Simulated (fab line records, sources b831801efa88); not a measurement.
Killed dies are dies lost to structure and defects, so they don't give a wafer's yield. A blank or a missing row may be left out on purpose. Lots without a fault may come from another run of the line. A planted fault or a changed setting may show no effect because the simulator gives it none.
fab line records | flow gf180mcu
record lots=14 wafers=42 last_day=34
route steps=602 shown M2@365 V2@395
lots that met no fault: from a run of the same line without faults
start_h: hours from the record's first day to the start of the lot's first wafer shown | wait_h: hours since the lot's step before | " the same as in the row above | L1.1+2: a row that stands for several wafers | - no value, or no start given | * or withheld: withheld | < > ~ a bound
route shown NAME@n: a module of which the file shows steps, and the number in the route of the first | usual: mean/standard deviation of fault-free wafers | same: alike in all rows | chamber/n: place in a boat | sites: the reading at each site | _std_site: their standard deviation | _edge_site: outer sites' mean less inner sites' | radius_mm: how far each site lies from the wafer's centre | mask NAME#n: copy n | behind: the tool/chamber that last shaped the wafer | hold: why the lot was held/for how many hours/how that ended | device: the transistor (n, p or np) that didn't switch | end of line: the same wafers' tests at the end of the route | a step without rows: its recipe alone | killed: dies lost to structure and defects at the first sort, not the wafer's yield | map: a wafer's dies, x killed, . not, _ none there
set.NAME: the setting as run; set.NAME@STEP: as run at that earlier step | model.NAME: the simulator's own value behind a step, which no gauge read
steps of the route over a sample of lots; a table a step, a row a wafer
services: from which hour (start_h, from the record's first day; less than 0 if before it) a tool's chamber was out of use, for how many hours, and why
## steps
# step GF_M2_SPUTTER_03
# recipe material=Ti target_thk_nm=10 substrate_temp_c=300 chamber_pressure_pa=0.3 power_w=3000 time_s=6.7
# usual throttle_valve_pct=30.1/0.83
# columns lot.wafer tool chamber start_h wait_h throttle_valve_pct
L247.1 pvd_sputter-03 - 436.85 0.0 29.8
L247.3 " - " " 30.3
L247.5 " - " " 28.4
L249.2 pvd_sputter-03 - 447.83 0.0 29.8
L249.3 " - " " 30.7
L249.5 " - " " 30.4
L251.1 pvd_sputter-02 - 462.27 0.0 28.4
L251.4 " - " " 30.3
L251.6 " - " " 30.3
L252.1 pvd_sputter-02 - 469.23 0.0 30.4
L252.3 " - " " 30.1
L252.6 " - " " 30.4
L253.3 pvd_sputter-02 - 482.04 0.0 30.6
L253.4 " - " " 30.3
L253.5 " - " " 31.7
L257.1 pvd_sputter-01 - 515.46 0.0 30.5
L257.3 " - " " 30.5
L257.6 " - " " 30.2
L261.3 pvd_sputter-02 - 549.51 0.0 30.4
L261.4 " - " " 30.2
L261.6 " - " " 30.4
L262.1 pvd_sputter-01 - 552.31 0.0 30.2
L262.5 " - " " 29.8
L262.6 " - " " 30.4
L263.1 pvd_sputter-01 - 566.76 0.0 30.2
L263.5 " - " " 30.1
L263.6 " - " " 30.2
L264.2 pvd_sputter-03 - 581.13 0.0 30.6
L264.3 " - " " 29.8
L264.5 " - " " 30.7
L265.3 pvd_sputter-02 - 586.50 0.0 30.5
L265.5 " - " " 30.4
L265.6 " - " " 31.3
L266.3 pvd_sputter-03 - 591.25 0.0 29.7
L266.5 " - " " 30.0
L266.6 " - " " 28.4
L268.1 pvd_sputter-01 - 599.24 0.0 30.4
L268.4 " - " " 30.3
L268.6 " - " " 30.7
L269.2 pvd_sputter-02 - 603.38 0.0 31.7
L269.3 " - " " 30.3
L269.6 " - " " 30.4
# step GF_M2_CD_MEAS_14
# recipe target_cd_nm=280
# usual cd_nm=279.9/1.1
# columns lot.wafer tool chamber start_h wait_h cd_nm
L247.1 cd_sem-02 - 460.91 0.1 280.4
L247.3 " - " " 280.1
L247.5 " - " " 280.1
L249.2 cd_sem-01 - 472.36 0.1 280.8
L249.3 " - " " 281.6
L249.5 " - " " 281.8
L251.1 cd_sem-02 - 486.61 0.1 280.0
L251.4 " - " " 278.9
L251.6 " - " " 280.4
L252.1 cd_sem-02 - 493.47 0.1 281.2
L252.3 " - " " 280.6
L252.6 " - " " 281.5
L253.3 cd_sem-02 - 505.76 0.1 278.7
L253.4 " - " " 278.2
L253.5 " - " " 278.3
L257.1 cd_sem-01 - 538.67 0.1 280.4
L257.3 " - " " 280.9
L257.6 " - " " 280.5
L261.3 cd_sem-02 - 571.76 0.1 279.8
L261.4 " - " " 278.3
L261.6 " - " " 280.0
L262.1 cd_sem-02 - 574.14 0.1 281.4
L262.5 " - " " 281.0
L262.6 " - " " 282.1
L263.1 cd_sem-02 - 587.77 0.1 279.5
L263.5 " - " " 278.9
L263.6 " - " " 279.0
L264.2 cd_sem-01 - 602.74 0.1 280.0
L264.3 " - " " 279.0
L264.5 " - " " 279.1
L265.3 cd_sem-02 - 607.15 0.1 279.9
L265.5 " - " " 281.1
L265.6 " - " " 281.9
L266.3 cd_sem-02 - 611.88 0.1 281.5
L266.5 " - " " 280.9
L266.6 " - " " 281.5
L268.1 cd_sem-02 - 619.71 0.1 278.5
L268.4 " - " " 279.1
L268.6 " - " " 278.4
L269.2 cd_sem-01 - 623.96 0.1 280.3
L269.3 " - " " 280.7
L269.6 " - " " 279.7
# step GF_V2_DEVELOP_13
# recipe develop_time_s=60 resist=KrF dev_temp_c=21
# usual chill_plate_temp_C=23.02/0.11 develop_time_s=60/0
# columns lot.wafer tool chamber start_h wait_h chill_plate_temp_C develop_time_s
L247.1 litho_track-02 0 486.37 0.2 23.05 60
L247.3 " 0 " " 23.06 60
L247.5 " 0 " " 23.13 60
L249.2 litho_track-01 0 497.87 0.2 23.03 60
L249.3 " 0 " " 23.17 60
L249.5 " 0 " " 23.17 60
L251.1 litho_track-04 0 511.71 0.2 23.10 60
L251.4 " 0 " " 23.03 60
L251.6 " 0 " " 22.96 60
L252.1 litho_track-01 0 517.95 0.2 22.96 60
L252.3 " 0 " " 22.98 60
L252.6 " 0 " " 23.12 60
L253.3 litho_track-04 0 530.06 0.1 23.02 60
L253.4 " 0 " " 22.92 60
L253.5 " 0 " " 23.05 60
L257.1 litho_track-02 0 562.07 0.2 22.96 60
L257.3 " 0 " " 22.97 60
L257.6 " 0 " " 23.07 60
L261.3 litho_track-04 - 595.21 0.1 - -
L261.4 " - " " - -
L261.6 " - " " - -
L262.1 litho_track-04 - 596.41 0.2 - -
L262.5 " - " " - -
L262.6 " - " " - -
L263.1 litho_track-04 0 610.26 0.2 22.99 60
L263.5 " 0 " " 23.04 60
L263.6 " 0 " " 22.91 60
L264.2 litho_track-02 0 624.79 0.2 22.88 60
L264.3 " 0 " " 23.13 60
L264.5 " 0 " " 22.99 60
L265.3 litho_track-01 0 628.54 0.1 23.15 60
L265.5 " 0 " " 23.15 60
L265.6 " 0 " " 23.12 60
L266.3 litho_track-04 0 633.56 0.1 22.88 60
L266.5 " 0 " " 22.84 60
L266.6 " 0 " " 22.93 60
L268.1 litho_track-04 0 640.26 0.2 23.01 60
L268.4 " 0 " " 23.18 60
L268.6 " 0 " " 23.07 60
L269.2 litho_track-02 0 644.84 0.2 23.23 60
L269.3 " 0 " " 23.18 60
L269.6 " 0 " " 23.19 60
# step GF_V2_SPUTTER_22
# recipe material=TiN target_thk_nm=10 chamber_pressure_pa=5 power_w=4000 time_s=40
# usual throttle_valve_pct=30.0/0.9
# columns lot.wafer tool chamber start_h wait_h throttle_valve_pct
L247.1 pvd_sputter-04 - 487.51 0.0 29.6
L247.3 " - " " 29.5
L247.5 " - " " 29.8
L249.2 pvd_sputter-02 - 498.91 0.0 31.6
L249.3 " - " " 30.3
L249.5 " - " " 30.1
L251.1 pvd_sputter-03 - 512.74 0.0 30.7
L251.4 " - " " 29.8
L251.6 " - " " 30.0
L252.1 pvd_sputter-02 - 518.97 0.0 31.4
L252.3 " - " " 30.4
L252.6 " - " " 28.5
L253.3 pvd_sputter-02 - 531.15 0.0 31.7
L253.4 " - " " 28.4
L253.5 " - " " 30.4
L257.1 pvd_sputter-04 - 563.11 0.0 29.8
L257.3 " - " " 31.5
L257.6 " - " " 29.8
L261.3 pvd_sputter-04 - 596.60 0.0 29.7
L261.4 " - " " 31.6
L261.6 " - " " 30.4
L262.1 pvd_sputter-02 - 597.55 0.0 31.8
L262.5 " - " " 30.3
L262.6 " - " " 28.5
L263.1 pvd_sputter-02 - 611.30 0.0 31.7
L263.5 " - " " 28.2
L263.6 " - " " 30.4
L264.2 pvd_sputter-02 - 625.80 0.0 31.5
L264.3 " - " " 28.8
L264.5 " - " " 28.4
L265.3 pvd_sputter-03 - 629.55 0.0 30.3
L265.5 " - " " 29.8
L265.6 " - " " 30.0
L266.3 pvd_sputter-04 - 634.54 0.0 29.9
L266.5 " - " " 31.4
L266.6 " - " " 29.7
L268.1 pvd_sputter-03 - 641.29 0.0 30.2
L268.4 " - " " 30.1
L268.6 " - " " 30.8
L269.2 pvd_sputter-02 - 645.85 0.0 28.5
L269.3 " - " " 30.4
L269.6 " - " " 28.4
## services
# columns tool chamber start_h hours kind
pvd_sputter-01 - 438.45 2.2 repair
pvd_sputter-03 - 454.40 2.2 repair
pvd_sputter-03 - 504.84 7.1 repair
pvd_sputter-03 - 533.03 2.6 repair
pvd_sputter-02 - 562.42 2.7 repair
## key
first_sign step=GF_V2_DEVELOP_13 reading=tool_record direction=missing
effect none on later readings
met_at GF_V2_DEVELOP_13
struck_lots L261,L262
later_rows_left_out L261.3,L261.4,L261.6,L262.1,L262.5,L262.6
sort_left_out L261.3,L261.4,L261.6,L262.1,L262.5,L262.6
not_acting_at GF_M2_SPUTTER_03,GF_M2_CD_MEAS_14,GF_V2_SPUTTER_22
onset_between 530.06 595.21
fault kind=skipped_step_whole tool=litho_track-04 chamber=- onset_h=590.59 steps=GF_V2_DEVELOP_13 scope=struck_lots_only
# sort_left_out: the simulated sort isn't trusted on such a fault, so these wafers' sort isn't shown, and their yield isn't known
# later_rows_left_out: the simulator's readings of these wafers behind a module that went badly wrong aren't trusted and aren't shown, but for the sort
